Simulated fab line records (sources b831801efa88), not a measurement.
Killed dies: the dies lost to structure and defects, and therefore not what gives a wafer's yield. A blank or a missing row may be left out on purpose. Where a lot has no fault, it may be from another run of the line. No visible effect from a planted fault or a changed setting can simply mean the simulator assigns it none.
fab line records | flow sky130 | part 2 of 2: steps 43 to 43 of 43
record lots=6 | wafers=18 | last-day=50
route steps=708 shown VIA3@585 METAL4@598 CAP2M@603 PAD_OPEN@708
lots that met no fault: from a run of the same line without faults
start-h: hours from the record's opening day to when the first of the lot's shown wafers began | wait-h: hours elapsed since this lot's preceding step | " unchanged from the row above | L1.1+2: a single row standing in for several wafers | - no value, or no start was given | * or withheld: withheld | < > ~ a bound
route shown NAME@n: a module of which the file shows steps, and the number in the route of the first | usual: mean/standard deviation of fault-free wafers | same: alike in all rows | chamber/n: place in a boat | sites: per-site readings | _std_site: the values' standard deviation | _edge_site: inner sites' mean taken away from outer sites' mean | radius-mm: for every site, how far away it sits from the centre of the wafer | mask NAME#n: copy n | behind: the most recent tool/chamber to have shaped the wafer | hold: why the lot went on hold/how many hours it stayed there/how the hold came to an end | device: which transistor (n, p or np) failed to switch | end of line: tests of these same wafers at the route's end | step lacking rows: just its recipe | killed: dies lost to structure and defects at the first sort, not the wafer's yield | map: per-die view of a wafer (x killed, . not killed, _ where there is no die)
set.NAME: the run value of the setting; set.NAME@STEP: its run value at that earlier step | model.NAME: the simulator's own value behind a step, which no gauge read
lots at selected steps of the route; one table per step, one row per wafer
services: a tool's chamber out of use, with start hour (start-h, from the record's first day; less than 0 if before it), hours out, and reason
## steps
# step SKY_PAD_OPEN_PROBE_99
# usual defect-limited-yield=82.8/1.8 | killed_at_M0_to_M3=42/6.4 | killed_at_M4_up=3.0/2 | killed-at-contacts=24/5.2 | killed-at-front-end=14/4.2 | killed-at-other=0.4/0.72 | killed-dies=84/9 | killed-on-rim=16/3.7 | killed-open=46/6.6 | killed-short=38/6 | sort_bin_3_pad_short=0.9/0.4 | sort_bin_5_function=10.1/1.4 | sort_bin_6_memory=6.2/1.1 | sort-n-pass=408/9 | sort-yield-pct=82.8/1.8
# same gross-dies=492 | killed-at-back-side=0 | sort_bin_4_leakage[%]=0 | sort_bin_8_speed[%]=0
lot.wafer | tool      | chamber | start-h | wait-h | defect-limited-yield[%] | killed_at_M0_to_M3 | killed_at_M4_up | killed-at-contacts | killed-at-front-end | killed-at-other | killed-dies | killed-on-rim | killed-open | killed-short | sort_bin_3_pad_short[%] | sort_bin_5_function[%] | sort_bin_6_memory[%] | sort-n-pass | sort-yield-pct[%] | model.etest.tester.sort-n-pass | model.etest.tester.sort-yield-pct | model.etest.tester.sort_bin_5_pct | model.etest.tester.sort_bin_6_pct | model.etest.tester.sort_bin_3_pct
L665.2    | prober-02 | -       | 1081.20 | 0.1    | 80.5                    | 45                 | 3               | 36                 | 12                  | 0               | 96          | 15            | 55          | 41           | 0.6                     | 10.6                   | 8.3                  | 396         | 80.5              | 396                            | 80.49                             | 10.57                             | 8.333                             | 0.6098
L665.3    | prober-02 | -       | 1081.25 | 0.2    | 80.3                    | 46                 | 3               | 35                 | 13                  | 0               | 97          | 21            | 55          | 42           | 0.6                     | 11.8                   | 7.3                  | 395         | 80.3              | 395                            | 80.28                             | 11.79                             | 7.317                             | 0.6098
L665.6    | prober-02 | -       | 1081.40 | 0.2    | 80.9                    | 43                 | 5               | 29                 | 17                  | 0               | 94          | 14            | 54          | 40           | 1.2                     | 11.6                   | 6.3                  | 398         | 80.9              | 398                            | 80.89                             | 11.59                             | 6.301                             | 1.22
L667.1    | prober-02 | -       | 1092.25 | 0.1    | 83.3                    | 39                 | 2               | 24                 | 16                  | 1               | 82          | 19            | 55          | 27           | 1.2                     | 9.6                    | 5.9                  | 410         | 83.3              | 410                            | 83.33                             | 9.553                             | 5.894                             | 1.22
L667.4    | prober-02 | -       | 1092.40 | 0.2    | 80.5                    | 45                 | 4               | 28                 | 19                  | 0               | 96          | 25            | 54          | 42           | 1.4                     | 11.2                   | 6.9                  | 396         | 80.5              | 396                            | 80.49                             | 11.18                             | 6.911                             | 1.423
L667.6    | prober-02 | -       | 1092.50 | 0.2    | 85.2                    | 30                 | 0               | 36                 | 7                   | 0               | 73          | 13            | 37          | 36           | 0.6                     | 9.1                    | 5.1                  | 419         | 85.2              | 419                            | 85.16                             | 9.146                             | 5.081                             | 0.6098
L669.1    | prober-02 | -       | 1109.05 | 0.1    | 84.1                    | 42                 | 4               | 18                 | 14                  | 0               | 78          | 11            | 39          | 39           | 0.4                     | 9.8                    | 5.7                  | 414         | 84.1              | 414                            | 84.15                             | 9.756                             | 5.691                             | 0.4065
L669.4    | prober-02 | -       | 1109.20 | 0.2    | 83.3                    | 50                 | 2               | 19                 | 11                  | 0               | 82          | 12            | 42          | 40           | 1.2                     | 8.5                    | 6.9                  | 410         | 83.3              | 410                            | 83.33                             | 8.537                             | 6.911                             | 1.22
L669.6    | prober-02 | -       | 1109.30 | 0.2    | 79.9                    | 42                 | 3               | 26                 | 28                  | 0               | 99          | 20            | 50          | 49           | 1.2                     | 11.6                   | 7.3                  | 393         | 79.9              | 393                            | 79.88                             | 11.59                             | 7.317                             | 1.22
L671.1    | prober-02 | -       | 1118.26 | 0.1    | 81.7                    | 49                 | 3               | 23                 | 15                  | 0               | 90          | 18            | 50          | 39           | 1.2                     | 9.6                    | 7.5                  | 402         | 81.7              | 402                            | 81.71                             | 9.553                             | 7.52                              | 1.22
L671.5    | prober-02 | -       | 1118.46 | 0.2    | 81.5                    | 44                 | 5               | 25                 | 17                  | 0               | 91          | 18            | 45          | 45           | 1.0                     | 11.0                   | 6.5                  | 401         | 81.5              | 401                            | 81.5                              | 10.98                             | 6.504                             | 1.016
L671.6    | prober-02 | -       | 1118.51 | 0.2    | 82.7                    | 42                 | 3               | 26                 | 14                  | 0               | 85          | 13            | 55          | 30           | 0.8                     | 9.8                    | 6.7                  | 407         | 82.7              | 407                            | 82.72                             | 9.756                             | 6.707                             | 0.813
L685.3    | prober-01 | -       | 1194.04 | 0.2    | 83.5                    | 43                 | 3               | 18                 | 17                  | 0               | 81          | 19            | 35          | 46           | 1.2                     | 10.0                   | 5.3                  | 411         | 83.5              | 411                            | 83.54                             | 9.959                             | 5.285                             | 1.22
L685.5    | prober-01 | -       | 1194.14 | 0.2    | 80.3                    | 56                 | 1               | 23                 | 16                  | 1               | 97          | 17            | 54          | 43           | 0.6                     | 11.6                   | 7.5                  | 395         | 80.3              | 395                            | 80.28                             | 11.59                             | 7.52                              | 0.6098
L685.6    | prober-01 | -       | 1194.19 | 0.2    | 57.5                    | 173                | 1               | 21                 | 14                  | 0               | 209         | 36            | 47          | 31           | 3.3                     | 25.8                   | 13.4                 | 283         | 57.5              | 283                            | 57.52                             | 25.81                             | 13.41                             | 3.252
L686.2    | prober-02 | -       | 1197.37 | 0.1    | 83.5                    | 41                 | 9               | 16                 | 15                  | 0               | 81          | 21            | 41          | 40           | 1.0                     | 9.1                    | 6.3                  | 411         | 83.5              | 411                            | 83.54                             | 9.146                             | 6.301                             | 1.016
L686.5    | prober-02 | -       | 1197.52 | 0.2    | 52.4                    | 195                | 2               | 20                 | 15                  | 2               | 234         | 47            | 37          | 44           | 2.4                     | 30.1                   | 15.0                 | 258         | 52.4              | 258                            | 52.44                             | 30.08                             | 15.04                             | 2.439
L686.6    | prober-02 | -       | 1197.57 | 0.2    | 80.3                    | 51                 | 4               | 24                 | 17                  | 1               | 97          | 16            | 54          | 43           | 0.4                     | 14.4                   | 4.9                  | 395         | 80.3              | 395                            | 80.28                             | 14.43                             | 4.878                             | 0.4065
# killed by level:class
L665.2 CONTACT:geometric-particle:open=16 VIA1:geometric-particle:open=9 LI_CONTACT:geometric-particle:open=7 VIA3:geometric-particle:open=6 METAL1:geometric-particle:short=5 VIA1:geometric-particle:short=5 FIELD_ISO:geometric-particle:open=4 LI_CONTACT:geometric-particle:short=4
L665.3 CONTACT:geometric-particle:open=12 VIA1:geometric-particle:open=9 CONTACT:geometric-particle:short=7 METAL2:geometric-particle:short=7 METAL2:geometric-particle:open=7 POLY_GATE:geometric-particle:short=6 LI_CONTACT:geometric-particle:open=6 METAL1:geometric-particle:short=6
L665.6 CONTACT:geometric-particle:open=13 VIA1:geometric-particle:open=10 LOCAL_INTERCONNECT:geometric-particle:short=9 VIA3:geometric-particle:open=8 METAL1:geometric-particle:short=6 FIELD_ISO:geometric-particle:short=5 FIELD_ISO:geometric-particle:open=4 METAL3:geometric-particle:short=4
L667.1 VIA1:geometric-particle:open=12 CONTACT:geometric-particle:open=9 VIA3:geometric-particle:open=7 VIA2:geometric-particle:open=7 LI_CONTACT:geometric-particle:open=5 LOCAL_INTERCONNECT:geometric-particle:short=5 FIELD_ISO:geometric-particle:open=4 POLY_GATE:geometric-particle:open=4
L667.4 CONTACT:geometric-particle:open=9 FIELD_ISO:geometric-particle:open=8 LI_CONTACT:geometric-particle:open=8 LOCAL_INTERCONNECT:geometric-particle:short=7 VIA3:geometric-particle:open=7 VIA2:geometric-particle:short=7 VIA1:geometric-particle:short=6 METAL2:geometric-particle:short=6
L667.6 CONTACT:geometric-particle:open=11 LI_CONTACT:geometric-particle:open=8 LOCAL_INTERCONNECT:geometric-particle:short=8 CONTACT:geometric-particle:short=7 METAL1:geometric-particle:short=7 VIA1:geometric-particle:open=6 METAL2:geometric-particle:short=5 VIA2:geometric-particle:open=4
L669.1 VIA2:geometric-particle:open=10 LI_CONTACT:geometric-particle:open=7 LOCAL_INTERCONNECT:geometric-particle:short=6 VIA3:geometric-particle:open=6 VIA3:geometric-particle:short=6 FIELD_ISO:geometric-particle:open=5 POLY_GATE:geometric-particle:short=5 VIA2:geometric-particle:short=4
L669.4 VIA1:geometric-particle:open=14 METAL2:geometric-particle:short=9 VIA2:geometric-particle:open=8 LI_CONTACT:geometric-particle:open=7 METAL1:geometric-particle:short=6 CONTACT:geometric-particle:open=4 FIELD_ISO:geometric-particle:short=3 LOCAL_INTERCONNECT:geometric-particle:short=3
L669.6 VIA2:geometric-particle:open=9 CONTACT:geometric-particle:open=8 VIA1:geometric-particle:open=8 LI_CONTACT:geometric-particle:open=7 LOCAL_INTERCONNECT:geometric-particle:short=7 FIELD_ISO:geometric-particle:short=6 POLY_GATE:geometric-particle:short=6 METAL1:geometric-particle:short=5
L671.1 CONTACT:geometric-particle:open=11 VIA1:geometric-particle:open=9 METAL2:geometric-particle:short=8 METAL1:geometric-particle:short=7 FIELD_ISO:geometric-particle:open=6 LI_CONTACT:geometric-particle:open=6 VIA3:geometric-particle:open=5 METAL1:geometric-particle:open=4
L671.5 VIA1:geometric-particle:open=11 LI_CONTACT:geometric-particle:open=6 CONTACT:geometric-particle:open=6 VIA2:geometric-particle:open=6 FIELD_ISO:geometric-particle:open=5 LOCAL_INTERCONNECT:geometric-particle:short=5 CONTACT:geometric-particle:short=5 METAL1:geometric-particle:short=5
L671.6 CONTACT:geometric-particle:open=10 VIA1:geometric-particle:open=9 LI_CONTACT:geometric-particle:open=8 VIA3:geometric-particle:open=7 VIA2:geometric-particle:open=6 FIELD_ISO:geometric-particle:short=5 POLY_GATE:geometric-particle:open=5 LOCAL_INTERCONNECT:geometric-particle:short=5
L685.3 METAL2:geometric-particle:short=14 LI_CONTACT:geometric-particle:open=9 VIA3:geometric-particle:open=8 POLY_GATE:geometric-particle:short=6 VIA1:geometric-particle:short=4 VIA2:geometric-particle:open=4 METAL3:geometric-particle:short=4 FIELD_ISO:geometric-particle:short=3
L685.5 VIA1:geometric-particle:open=13 VIA1:geometric-particle:short=12 METAL2:geometric-particle:short=11 LI_CONTACT:geometric-particle:open=10 FIELD_ISO:geometric-particle:short=8 CONTACT:geometric-particle:open=8 VIA2:geometric-particle:open=7 FIELD_ISO:geometric-particle:open=5
L685.6 VIA3:unspecified=131 VIA1:geometric-particle:open=9 LI_CONTACT:geometric-particle:open=8 METAL1:geometric-particle:short=8 CONTACT:geometric-particle:open=7 VIA2:geometric-particle:open=5 FIELD_ISO:geometric-particle:open=4 METAL2:geometric-particle:short=4
L686.2 VIA1:geometric-particle:open=8 VIA2:geometric-particle:open=6 CONTACT:geometric-particle:open=6 VIA3:geometric-particle:open=6 METAL4:geometric-particle:short=6 FIELD_ISO:geometric-particle:short=5 METAL1:geometric-particle:short=5 VIA1:geometric-particle:short=5
L686.5 VIA3:unspecified=153 METAL1:geometric-particle:short=11 LI_CONTACT:geometric-particle:open=8 VIA2:geometric-particle:open=7 VIA1:geometric-particle:open=5 VIA3:geometric-particle:open=5 SPACER:geometric-particle:short=4 LI_CONTACT:geometric-particle:short=4
L686.6 VIA1:geometric-particle:open=11 CONTACT:geometric-particle:open=10 VIA2:geometric-particle:open=8 FIELD_ISO:geometric-particle:short=7 VIA3:geometric-particle:open=7 VIA1:geometric-particle:short=5 LOCAL_INTERCONNECT:geometric-particle:short=4 VIA3:geometric-particle:short=4
# map L685.6 (x killed, . not)
__________xx..x..x.x_________
________.x..x.xx.xxx.._______
______xx..x..x.x.xx....._____
_____.xxxxx.x.......xxx..____
____xxxxxx.x..x...xxxx.x..___
___......x...xxxxx..xxx.x..__
__.x..x..xx....xx.....x.xx.._
_.xx.......xx...x..x.x..xxxxx
_..x..x..xx...x......x.xx....
_..x.x..x.xxxxx...x.....xxx..
_.xx...xx...x...x..x.x.x.x...
_.x..x.x...xxxxxx.x.x.......x
_.x..x.xxx.....x.xx..xx..xxx.
_....x..x.xx..x....xxx.x.x...
_....x.x..xx.xx..x.xx..xxxx..
__....xx..xx.xxx..xx.x..x..x_
___xx..xx.xxx....x.x.x.x..x__
____....x....x...x......x.___
_____xx.x..x..xx..xx.xxxx____
______x..xxxx...xx.xxx.x_____
________.xx...x.....x._______
__________xx...x...x_________
# map L686.5 (x killed, . not)
__________.xxxxx..x._________
________xx.x.xxx.xx..._______
______x.x..xxx.x.xxxxx.._____
_____xx...xx....xxxxx...x____
____xx...xx.x....xx.......___
___...xx......xx.x..xxx.x..__
__.x.x.xxxxx...x..x........x_
_xxx..xx.xxxx..xx..xx.x..xxxx
_..xx...xx..x...x.xx...xx.xx.
_x........xx...x....xx....x.x
_....xx..xxx...x.x.xx.....xxx
_xx.xx.....xxxx.x...xx...xxx.
_..x.x..xx.x.x..x.x..xxxxxxx.
_.x..xxxxx..xxxx..xxx...xx..x
_x......xx.x...x....xx.x..x.x
__x..x.x..xx.xx.xx.xx.xx..x._
___x.x.xxx.x..xxxx.x.xx..xx__
____..x..x..x.xxx.x.xx.x..___
_____x.xx....xx...x.xxxxx____
______.xxxx.x.xx...xx.xx_____
________..x.......x.x._______
__________.....xxxx._________
## services
tool            | chamber | start-h | hours | kind
cmp-02          | -       | 912.14  | 4.0   | pm
plasma-asher-01 | -       | 913.98  | 0.5   | repair
pecvd-03        | -       | 915.31  | 1.2   | repair
pecvd-03        | -       | 922.84  | 14.6  | pm
cmp-01          | -       | 943.29  | 0.4   | repair
pecvd-02        | -       | 944.02  | 1.6   | repair
cmp-01          | -       | 947.81  | 7.6   | repair
cmp-01          | -       | 956.24  | 6.8   | pm
pecvd-04        | -       | 990.16  | 5.5   | pm
rie-metal-03    | -       | 996.96  | 28.1  | pm
rie-metal-04    | 0       | 1010.45 | 2.2   | repair
pecvd-04        | -       | 1016.28 | 1.1   | repair
cmp-02          | -       | 1021.78 | 0.5   | repair
plasma-asher-01 | -       | 1023.66 | 1.1   | repair
cmp-02          | -       | 1027.67 | 8.5   | pm
pvd-sputter-02  | -       | 1048.53 | 0.8   | repair
cmp-01          | -       | 1053.78 | 1.4   | repair
plasma-asher-01 | -       | 1055.32 | 9.0   | pm
pecvd-02        | -       | 1062.88 | 14.6  | pm
pecvd-04        | -       | 1080.37 | 1.1   | repair
cmp-01          | -       | 1084.08 | 4.0   | pm
pvd-sputter-03  | -       | 1088.91 | 2.6   | repair
pecvd-04        | -       | 1092.21 | 0.5   | repair
pecvd-02        | -       | 1092.26 | 28.1  | pm
## key
first-sign step=SKY_PAD_OPEN_PROBE_99 | reading=killed_at_M0_to_M3 | direction=up | sigmas=22 | usual=42 | struck=184
effect step=SKY_PAD_OPEN_PROBE_99 | reading=defect-limited-yield | direction=down | sigmas=15 | usual=82.8 | struck=55.0
model-effect step=SKY_PAD_OPEN_PROBE_99 | value=etest.tester.sort-n-pass | without=393.5 | struck=270.5
met-at SKY_VIA3_CMP_24
struck-wafers L685.6,L686.5
fault kind=chamber-particle-source | tool=cmp-01 | chamber=0 | onset-h=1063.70 | steps=SKY_VIA3_CMP_24 | rate-per-visit-cm2=0.76995 | end-h=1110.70
